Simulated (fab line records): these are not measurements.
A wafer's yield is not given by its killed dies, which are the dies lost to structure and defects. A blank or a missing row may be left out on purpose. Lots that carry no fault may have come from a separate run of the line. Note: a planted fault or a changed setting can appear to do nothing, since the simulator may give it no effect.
A single fault, viewed from 2 desks -- flow sky130 -- each desk holds nothing but its own numbers, with what lay behind them at the end

FROM THE METROLOGY DESK
Lot by lot, what the gauges showed, no matter which tool ran the lot: averages of those sampled wafers that carry a number. Marked OUT: a lot whose mean sits more than 4 standard deviations from the usual mean, which makes it out of limits; the brackets give that distance.
Columns: A = SD_N_TW at SKY_SD_N_TW_MEAS_12, usual 3984
lot,first seen here,A
L376,day 27 11:59,4053
L378,day 28 17:37,3971
L379,day 29 01:16,3992
L380,day 29 07:59,3984
L381,day 29 19:20,3997
L382,day 30 03:29,3989
L384,day 30 19:14,3970
L383,day 30 20:50,4008
L389,day 32 13:31,3907
L391,day 33 08:17,4004
L394,day 34 02:19,4064
L396,day 34 12:20,4063
L397,day 34 16:27,3973
This desk's verdict: no lot among the 13 shows anything out of limits.

THE TOOL OWNER'S DESK: litho_track-03
The tool's own readings at SKY_METAL1_DEVELOP_14 (develop time 60 s): means of the sampled wafers that have a number, for each lot that ran on this tool. Marked OUT: a lot whose mean sits more than 4 standard deviations from the usual mean, which makes it out of limits; the brackets give that distance.
Columns: A = chill_plate_temp_C at SKY_METAL1_DEVELOP_14, usual 22.99 C; B = developer_temp_C at SKY_METAL1_DEVELOP_14, usual 21.00 C
lot,first seen here,A,B
L378,day 33 13:00,22.82,21.15
L379,day 33 20:00,22.93,20.95
L383,day 35 13:00,23.08,21.01
L389,day 37 06:00,23.02,21.53 (+5.4) OUT
L391,day 37 22:00,23.10,21.58 (+5.9) OUT
This desk's verdict: out of limits on L389, L391, starting with L389 at day 37 06:00 (developer_temp_C at SKY_METAL1_DEVELOP_14). In limits: L378, L379, L383.

TAKEN TOGETHER
An alarm could have come from the tool owner's desk at day 37 06:00, on L389, L391.
Metrology desk: nothing out of limits seen.
The metrology desk has L389, L391 on record, within its limits.
On litho_track-03, each named lot ran SKY_METAL1_DEVELOP_14.

WHAT HAD BEEN PUT IN BY THE SIMULATOR
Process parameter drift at SKY_METAL1_DEVELOP_14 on litho_track-03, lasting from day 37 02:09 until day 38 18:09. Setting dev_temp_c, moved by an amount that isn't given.
Lots struck among those shown: L389, L391.
How many hours passed from the start of the fault until each desk's first out-of-limits reading: the tool owner's desk, 4.
